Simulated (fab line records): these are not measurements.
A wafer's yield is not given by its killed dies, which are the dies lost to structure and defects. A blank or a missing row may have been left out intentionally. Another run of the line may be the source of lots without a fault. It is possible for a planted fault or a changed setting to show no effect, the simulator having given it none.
The tool behind it: which one? | flow gf180mcu | Sampling: 13 lots, 39 wafers, 4 of 602 route steps

## WHAT THE GAUGES SHOWED, per wafer
GF_DNWELL_TW_MEAS_09. Usual: DNWELL_TW typically reads 1356, with standard deviation 7.1.
lot  | measured    | on           | DNWELL_TW      | flag
L339 | day 2 19:01 | filmMetro-02 | 1361 1369 1366 | 
L341 | day 3 07:55 | filmMetro-02 | 1347 1349 1350 | 
L342 | day 3 10:32 | filmMetro-02 | 1345 1350 1350 | 
L343 | day 3 15:02 | filmMetro-02 | 1353 1360 1367 | 
L348 | day 5 05:38 | filmMetro-04 | 1353 1358 1361 | 
L349 | day 5 05:53 | filmMetro-01 | 1513 1515 1507 | OFF
L351 | day 5 16:44 | filmMetro-02 | 1527 1535 1527 | OFF
L353 | day 6 04:20 | filmMetro-01 | 1352 1347 1354 | 
L354 | day 6 13:43 | filmMetro-01 | 1349 1348 1352 | 
L357 | day 7 02:04 | filmMetro-01 | 1349 1349 1353 | 
L359 | day 7 09:38 | filmMetro-01 | 1355 1355 1362 | 
L361 | day 7 16:23 | filmMetro-04 | 1368 1357 1366 | 
L362 | day 8 04:16 | filmMetro-02 | 1365 1356 1359 | 

GF_V3_RS_MEAS_24: uses a four-point probe to measure. Usual: V3_W_RS typically reads 0.3269 ohm/sq, with standard deviation 0.0027.
lot  | measured     | on           | V3_W_RS (ohm/sq)     | flag
L339 | day 22 00:05 | filmMetro-03 | 0.3294 0.3292 0.3303 | 
L341 | day 22 14:38 | filmMetro-02 | 0.3221 0.3233 0.3201 | 
L342 | day 23 06:13 | filmMetro-04 | 0.3215 0.3272 0.3222 | 
L343 | day 23 08:53 | filmMetro-03 | 0.3274 0.3279 0.3297 | 
L348 | day 25 21:04 | filmMetro-03 | 0.3255 0.3280 0.3228 | 
L349 | day 26 01:26 | filmMetro-02 | 0.3297 0.3245 0.3257 | 
L351 | day 27 00:55 | filmMetro-02 | 0.3243 0.3260 0.3271 | 
L353 | day 27 12:22 | filmMetro-02 | 0.3254 0.3224 0.3271 | 
L354 | day 28 05:36 | filmMetro-03 | 0.3282 0.3295 0.3273 | 
L357 | day 28 15:13 | filmMetro-02 | 0.3285 0.3242 0.3302 | 
L359 | day 29 05:01 | filmMetro-02 | 0.3218 0.3265 0.3298 | 
L361 | day 29 10:19 | filmMetro-04 | 0.3293 0.3277 0.3299 | 
L362 | day 30 00:39 | filmMetro-04 | 0.3320 0.3286 0.3288 | 

## EACH LOT AND THE TOOL THAT RAN IT (in order: tool; ch and the chambers of the sampled wafers; start)
lot  | GF_DNWELL_IMPLANT_07           | GF_M1_SPUTTER_01
L339 | implanter-04 ch 0, day 2 18:46 | pvdSputter-03, day 15 20:32
L341 | implanter-04 ch 0, day 3 07:40 | pvdSputter-04, day 16 09:19
L342 | implanter-03 ch 0, day 3 10:17 | pvdSputter-03, day 17 00:14
L343 | implanter-04 ch 0, day 3 14:49 | pvdSputter-04, day 17 02:25
L348 | implanter-04 ch 0, day 5 05:23 | pvdSputter-04, day 19 19:20
L349 | implanter-03 ch 0, day 5 05:40 | pvdSputter-03, day 20 00:19
L351 | implanter-03 ch 0, day 5 16:29 | pvdSputter-01, day 21 01:49
L353 | implanter-01 ch 0, day 6 04:05 | pvdSputter-03, day 21 15:43
L354 | implanter-04 ch 0, day 6 13:29 | pvdSputter-01, day 22 10:37
L357 | implanter-04 ch 0, day 7 01:50 | pvdSputter-03, day 23 01:28
L359 | implanter-04 ch 0, day 7 09:23 | pvdSputter-01, day 23 16:22
L361 | implanter-04 ch 0, day 7 16:08 | pvdSputter-01, day 23 22:34
L362 | implanter-04 ch 0, day 8 04:01 | pvdSputter-01, day 24 14:43
- GF_DNWELL_IMPLANT_07
- GF_M1_SPUTTER_01: material TiN, target thk 30 nm, time 25 s.

## WHAT THE TOOLS THEMSELVES READ (means of the sampled wafers that have a number; where no wafer has one, the mark that the record gives instead)
GF_DNWELL_IMPLANT_07. Usual: beamOnS 10.00 s, standard deviation 0.2; faradayCurrentUA 56.4, standard deviation 1.2.
lot  | tool         | beamOnS (s) | faradayCurrentUA | flag
L339 | implanter-04 | 9.90        | 57.0             | 
L341 | implanter-04 | 10.08       | 56.1             | 
L342 | implanter-03 | 10.01       | 56.4             | 
L343 | implanter-04 | 9.92        | 57.0             | 
L348 | implanter-04 | 9.85        | 57.2             | 
L349 | implanter-03 | 14.19       | 39.7             | OFF
L351 | implanter-03 | 14.09       | 39.9             | OFF
L353 | implanter-01 | 10.05       | 56.1             | 
L354 | implanter-04 | 9.88        | 57.1             | 
L357 | implanter-04 | 9.94        | 56.7             | 
L359 | implanter-04 | 9.97        | 56.6             | 
L361 | implanter-04 | 10.18       | 55.4             | 
L362 | implanter-04 | 10.01       | 56.2             | 

GF_M1_SPUTTER_01. Usual: throttleValvePct reads 29.7 % (standard deviation 1.5).
lot  | tool          | throttleValvePct (%) | flag
L339 | pvdSputter-03 | 30.1                 | 
L341 | pvdSputter-04 | 29.4                 | 
L342 | pvdSputter-03 | 29.0                 | 
L343 | pvdSputter-04 | 29.4                 | 
L348 | pvdSputter-04 | 29.6                 | 
L349 | pvdSputter-03 | 28.9                 | 
L351 | pvdSputter-01 | 30.0                 | 
L353 | pvdSputter-03 | 28.8                 | 
L354 | pvdSputter-01 | 28.3                 | 
L357 | pvdSputter-03 | 29.4                 | 
L359 | pvdSputter-01 | 31.9                 | 
L361 | pvdSputter-01 | 29.5                 | 
L362 | pvdSputter-01 | 29.2                 | 

## THE ANSWER, worked out from the rows above alone
Rule: a lot counts as off when the mean over its wafers that have a number is more than 3 standard deviations away from the usual mean. A lot without any number at a reading at which 4 lots or more have one is off too. Any other lot the step has rows for is counted as sound. The gauges are gone through in route order, then the tools' own readings, and for those a lot's mean is taken as printed above. The first step at which some lot is off is used, and at that step the reading that is off furthest; a lot without a number counts as furthest.
Off: at GF_DNWELL_TW_MEAS_09 (DNWELL_TW), L349, L351.
If a tool, at a process step before that reading, ran all the lots that are off and no sound lot after the first of them, it fits. The gauges at GF_DNWELL_TW_MEAS_09 aren't tried: what is off there is off at GF_DNWELL_IMPLANT_07 too, on other tools, and a gauge's error can't cause that. One fits: GF_DNWELL_IMPLANT_07 on implanter-03. A fault onset in the window from L342 (day 3 10:17, its last sound lot) to L349 (day 5 05:40, its first lot off) fits.
The tool's own readings at GF_DNWELL_IMPLANT_07 bear it out: on the lots that are off they differ by more than 5 times the standard deviation of the sound lots' means. beamOnS reads 14.14 s there against 9.98 s on the sound lots; faradayCurrentUA reads 39.8 there against 56.5 on the sound lots.

## WHAT HAD BEEN PUT IN BY THE SIMULATOR
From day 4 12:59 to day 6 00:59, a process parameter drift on implanter-03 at GF_DNWELL_IMPLANT_07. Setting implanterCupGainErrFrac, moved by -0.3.
Struck lots among those shown: L349, L351. Same finding as the rule above.
